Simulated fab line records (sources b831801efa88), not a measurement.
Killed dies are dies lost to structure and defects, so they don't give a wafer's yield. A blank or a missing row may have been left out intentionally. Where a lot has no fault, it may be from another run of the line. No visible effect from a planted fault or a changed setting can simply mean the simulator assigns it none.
Chamber matching | flow sky130 | 4 sister chambers for SKY_FIELD_ISO_ETCH_15 on rie diel-04
The step etches the open film in CHF3/O2, stops on Si, target depth 180 nm, time 72 s. 8 wafers are shown with their chamber, then 8 later ones without.

WAFERS PAIRED WITH THEIR CHAMBERS
wafer  | chamber | rf fwd power W (W) | bias w (W)
L395.4 | 1       | 600.1              | 200.0
L395.6 | 0       | 597.5              | 200.4
L396.2 | 2       | 588.6              | 200.7
L396.5 | 2       | 593.9              | 200.5
L397.2 | 0       | 601.2              | 201.0
L397.4 | 3       | 595.6              | 200.0
L397.5 | 3       | 594.4              | 199.9
L404.3 | 1       | 597.4              | 200.3

WAFERS WITHOUT THEIR CHAMBER
wafer  | rf fwd power W (W) | bias w (W)
L404.4 | 592.9              | 200.7
L404.5 | 597.3              | 199.6
L405.3 | 593.6              | 198.7
L405.4 | 594.7              | 200.4
L405.6 | 594.6              | 199.5
L409.1 | 595.8              | 200.2
L409.4 | 599.7              | 201.2
L409.5 | 595.1              | 199.1

EACH ONE'S CHAMBER
wafer  | from the rows above               | in truth
L404.4 | can't be placed: 2 or 0           | 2
L404.5 | can't be placed: 3 or 1           | 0
L405.3 | can't be placed: 3 or 1           | 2
L405.4 | can't be placed: 2 or 3 or 1 or 0 | 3
L405.6 | can't be placed: 3 or 1           | 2
L409.1 | can't be placed: 3 or 1 or 2 or 0 | 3
L409.4 | 0                                 | 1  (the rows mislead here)
L409.5 | can't be placed: 3 or 1           | 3
Placed correctly: 0 of 8. Cannot be placed on the basis of these rows: 7; the candidates contain the true chamber in 4. Wrongly placed: 1.
How it was worked out, from the rows above alone: a wafer's distance from a chamber is the root of the sum, over the readings, of the square of ((its reading less the chamber's mean) divided by the reading's scatter). The wafer belongs to the nearest chamber; if the next one is less than 2 further off, it can't be placed. A chamber's mean is the mean of its shown wafers. The scatter: the root of (the sum of the squares of (reading less its chamber's mean) over the shown wafers, divided by (wafers less chambers)).
